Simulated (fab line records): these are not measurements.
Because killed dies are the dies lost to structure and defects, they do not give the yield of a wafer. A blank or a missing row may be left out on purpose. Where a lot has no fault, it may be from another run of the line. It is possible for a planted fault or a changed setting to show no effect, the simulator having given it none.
What tool caused it?	flow sky130	24 lots, 72 wafers sampled, at 5 steps of a route of 708

== WHAT THE GAUGES READ, wafer by wafer ==
SKY_LDD_LDN_TW_MEAS_13. Usual: LDD_LDN_TW typically reads 1488, with standard deviation 10.
lot	measured	on	LDD_LDN_TW	flag
L074	day 22 20:25	film metro-01	1474 1469 1476	
L075	day 23 06:13	film metro-02	1499 1491 1484	
L076	day 24 18:54	film metro-02	1499 1505 1506	
L077	day 24 21:49	film metro-02	1501 1499 1511	
L078	day 24 22:29	film metro-01	1469 1478 1478	
L079	day 24 22:30	film metro-04	1502 1501 1496	
L080	day 24 22:47	film metro-02	1500 1502 1500	
L081	day 25 07:53	film metro-01	1479 1488 1489	
L082	day 25 18:09	film metro-04	1493 1500 1496	
L083	day 26 02:16	film metro-02	1489 1497 1496	
L085	day 26 16:32	film metro-04	1485 1479 1487	
L084	day 26 16:56	film metro-04	1473 1474 1484	
L086	day 27 05:03	film metro-01	1485 1484 1481	
L089	day 28 16:43	film metro-04	1483 1484 1488	
L087	day 28 17:21	film metro-04	1485 1487 1486	
L088	day 28 18:16	film metro-01	1488 1484 1487	
L090	day 28 19:28	film metro-04	1487 1487 1486	
L092	day 28 23:31	film metro-04	1491 1483 1487	
L091	day 29 00:01	film metro-04	1472 1475 1472	
L093	day 29 06:52	film metro-02	1499 1487 1494	
L094	day 29 14:34	film metro-02	1497 1497 1492	
L095	day 30 02:49	film metro-04	1482 1482 1484	
L096	day 30 08:01	film metro-04	1481 1497 1493	
L097	day 30 13:08	film metro-04	1494 1482 1487	

SKY_VIA4_BOW_MEAS_03. Usual: VIA4_BOW typically reads 79 um, with standard deviation 8.3.
lot	measured	on	VIA4_BOW (um)	flag
L074	day 41 18:52	film metro-01	83 91 80	
L075	day 42 04:00	film metro-04	72 72 79	
L076	day 43 04:56	film metro-02	80 75 67	
L077	day 43 05:58	film metro-01	95 84 89	
L078	day 43 11:58	film metro-04	72 79 72	
L079	day 43 10:50	film metro-01	84 86 85	
L080	day 43 12:17	film metro-04	89 75 77	
L081	day 43 14:40	film metro-04	80 83 78	
L082	day 44 06:28	film metro-02	83 90 85	
L083	day 44 09:56	film metro-02	84 86 68	
L085	day 44 17:30	film metro-01	74 68 71	
L084	day 44 18:50	film metro-01	70 82 96	
L086	day 45 06:34	film metro-04	76 75 72	
L089	day 46 09:16	film metro-02	82 80 82	
L087	day 46 11:38	film metro-04	84 79 81	
L088	day 46 12:17	film metro-02	85 74 85	
L090	day 46 12:33	film metro-01	84 87 94	
L092	day 46 14:49	film metro-04	61 72 69	
L091	day 46 12:39	film metro-02	76 87 76	
L093	day 46 15:10	film metro-02	81 88 78	
L094	day 47 03:04	film metro-04	74 93 90	
L095	day 47 08:10	film metro-04	78 81 80	
L096	day 47 12:48	film metro-02	85 91 85	
L097	day 47 14:14	film metro-02	86 65 84	

SKY_VIA4_RS_MEAS_19: measures by four-point-probe. Usual: VIA4_W_RS typically reads 0.2271 ohm/sq, with standard deviation 0.0022.
lot	measured	on	VIA4_W_RS (ohm/sq)	flag
L074	day 42 18:26	film metro-01	0.2269 0.2253 0.2302	
L075	day 43 03:55	film metro-01	0.2305 0.2279 0.2268	
L076	day 44 04:16	film metro-01	0.2279 0.2276 0.2260	
L077	day 44 05:06	film metro-02	0.2294 0.2279 0.2262	
L078	day 44 10:19	film metro-02	0.2243 0.2248 0.2275	
L079	day 44 09:35	film metro-04	0.2238 0.2274 0.2274	
L080	day 44 12:41	film metro-04	0.2297 0.2302 0.2286	
L081	day 44 14:25	film metro-01	0.2226 0.2227 0.2234	
L082	day 45 04:34	film metro-01	0.2257 0.2265 0.2254	
L083	day 45 07:56	film metro-04	0.2324 0.2292 0.2314	
L085	day 45 14:52	film metro-01	0.2299 0.2313 0.2295	
L084	day 45 16:16	film metro-02	0.2276 0.2217 0.2256	
L086	day 46 03:55	film metro-04	0.2237 0.2267 0.2263	
L089	day 47 06:38	film metro-04	0.2319 0.2303 0.2272	
L087	day 47 08:46	film metro-01	0.2235 0.2286 0.2259	
L088	day 47 09:35	film metro-02	0.2260 0.2326 0.2305	
L090	day 47 10:08	film metro-02	0.2255 0.2255 0.2259	
L092	day 47 12:15	film metro-01	0.2261 0.2288 0.2320	
L091	day 47 10:40	film metro-01	0.2252 0.2248 0.2272	
L093	day 47 12:10	film metro-04	0.2273 0.2301 0.2280	
L094	day 47 21:47	film metro-02	0.2270 0.2268 0.2269	
L095	day 48 03:29	film metro-01	0.2218 0.2241 0.2250	
L096	day 48 08:37	film metro-01	0.2265 0.2286 0.2249	
L097	day 48 10:16	film metro-02	0.2263 0.2285 0.2246	

== WHAT TOOL EACH LOT RAN ON (gives the tool, then ch and the chambers of the sampled wafers, and finally the start) ==
lot	SKY_METAL1_SPUTTER_00	SKY_METAL2_SPUTTER_04
L074	pvd sputter-03, day 31 14:30	pvd sputter-04, day 34 00:09
L075	pvd sputter-01, day 31 23:03	pvd sputter-02, day 34 07:27
L076	pvd sputter-01, day 33 06:54	pvd sputter-04, day 35 16:05
L077	pvd sputter-01, day 33 11:04	pvd sputter-01, day 35 18:52
L078	pvd sputter-02, day 33 13:46	pvd sputter-01, day 35 21:26
L079	pvd sputter-02, day 33 11:44	pvd sputter-02, day 35 21:03
L080	pvd sputter-01, day 33 12:58	pvd sputter-02, day 35 22:44
L081	pvd sputter-02, day 33 17:23	pvd sputter-01, day 36 03:21
L082	pvd sputter-01, day 34 04:55	pvd sputter-01, day 36 18:10
L083	pvd sputter-01, day 34 15:14	pvd sputter-02, day 36 22:37
L085	pvd sputter-01, day 35 03:08	pvd sputter-04, day 37 10:13
L084	pvd sputter-02, day 35 04:01	pvd sputter-02, day 37 11:28
L086	pvd sputter-02, day 35 15:48	pvd sputter-01, day 37 23:58
L089	pvd sputter-03, day 36 22:50	pvd sputter-02, day 39 07:04
L087	pvd sputter-01, day 36 23:45	pvd sputter-04, day 39 07:40
L088	pvd sputter-03, day 37 00:03	pvd sputter-02, day 39 07:58
L090	pvd sputter-02, day 37 02:52	pvd sputter-02, day 39 09:17
L092	pvd sputter-02, day 37 09:47	pvd sputter-02, day 39 14:20
L091	pvd sputter-01, day 37 05:56	pvd sputter-02, day 39 11:18
L093	pvd sputter-03, day 37 12:32	pvd sputter-04, day 39 15:55
L094	pvd sputter-01, day 37 22:40	pvd sputter-01, day 40 07:14
L095	pvd sputter-03, day 38 07:17	pvd sputter-04, day 40 12:00
L096	pvd sputter-03, day 38 10:56	pvd sputter-01, day 40 15:46
L097	pvd sputter-01, day 38 17:09	pvd sputter-04, day 40 18:57
- SKY_METAL1_SPUTTER_00: material Ti, target thk 15 nm, time 10 s.
- SKY_METAL2_SPUTTER_04: material TiN, target thk 70 nm, time 58.3 s.

== WHAT THE TOOLS THEMSELVES READ (means of the sampled wafers that have a number; where no wafer has one, the mark that the record gives instead) ==
SKY_METAL1_SPUTTER_00. Usual: throttle valve pct reads 30.3 % (standard deviation 1).
lot	tool	throttle valve pct (%)	flag
L074	pvd sputter-03	30.3	
L075	pvd sputter-01	29.7	
L076	pvd sputter-01	29.6	
L077	pvd sputter-01	30.0	
L078	pvd sputter-02	30.9	
L079	pvd sputter-02	30.5	
L080	pvd sputter-01	30.7	
L081	pvd sputter-02	31.4	
L082	pvd sputter-01	29.2	
L083	pvd sputter-01	29.7	
L085	pvd sputter-01	30.0	
L084	pvd sputter-02	30.8	
L086	pvd sputter-02	30.8	
L089	pvd sputter-03	30.3	
L087	pvd sputter-01	29.8	
L088	pvd sputter-03	30.5	
L090	pvd sputter-02	30.6	
L092	pvd sputter-02	30.8	
L091	pvd sputter-01	30.6	
L093	pvd sputter-03	30.1	
L094	pvd sputter-01	29.8	
L095	pvd sputter-03	30.2	
L096	pvd sputter-03	31.0	
L097	pvd sputter-01	29.9	

SKY_METAL2_SPUTTER_04. Usual: throttle valve pct reads 30.2 % (standard deviation 0.95).
lot	tool	throttle valve pct (%)	flag
L074	pvd sputter-04	29.4	
L075	pvd sputter-02	31.1	
L076	pvd sputter-04	29.2	
L077	pvd sputter-01	29.8	
L078	pvd sputter-01	29.8	
L079	pvd sputter-02	31.2	
L080	pvd sputter-02	30.8	
L081	pvd sputter-01	29.6	
L082	pvd sputter-01	30.0	
L083	pvd sputter-02	31.0	
L085	pvd sputter-04	30.0	
L084	pvd sputter-02	30.7	
L086	pvd sputter-01	29.9	
L089	pvd sputter-02	30.4	
L087	pvd sputter-04	29.6	
L088	pvd sputter-02	30.7	
L090	pvd sputter-02	30.0	
L092	pvd sputter-02	31.0	
L091	pvd sputter-02	30.8	
L093	pvd sputter-04	29.4	
L094	pvd sputter-01	29.7	
L095	pvd sputter-04	29.7	
L096	pvd sputter-01	29.5	
L097	pvd sputter-04	29.7	

== THE ANSWER, worked out from the rows above alone ==
Rule: take the mean of a lot's wafers that have a number; if it is more than 3 standard deviations from the usual mean, the lot is off. A lot without any number at a reading at which 4 lots or more have one is off too. Any other lot the step has rows for is counted as sound. After the gauges, taken in route order, come the tools' own readings; for these a lot's mean is taken, as printed above. At the first step where some lot is off, the reading lying furthest off is the one used; lots without a number count as furthest.
None of the lots is off at any reading shown; this tells nothing.

== WHAT THE SIMULATOR HAD PUT IN ==
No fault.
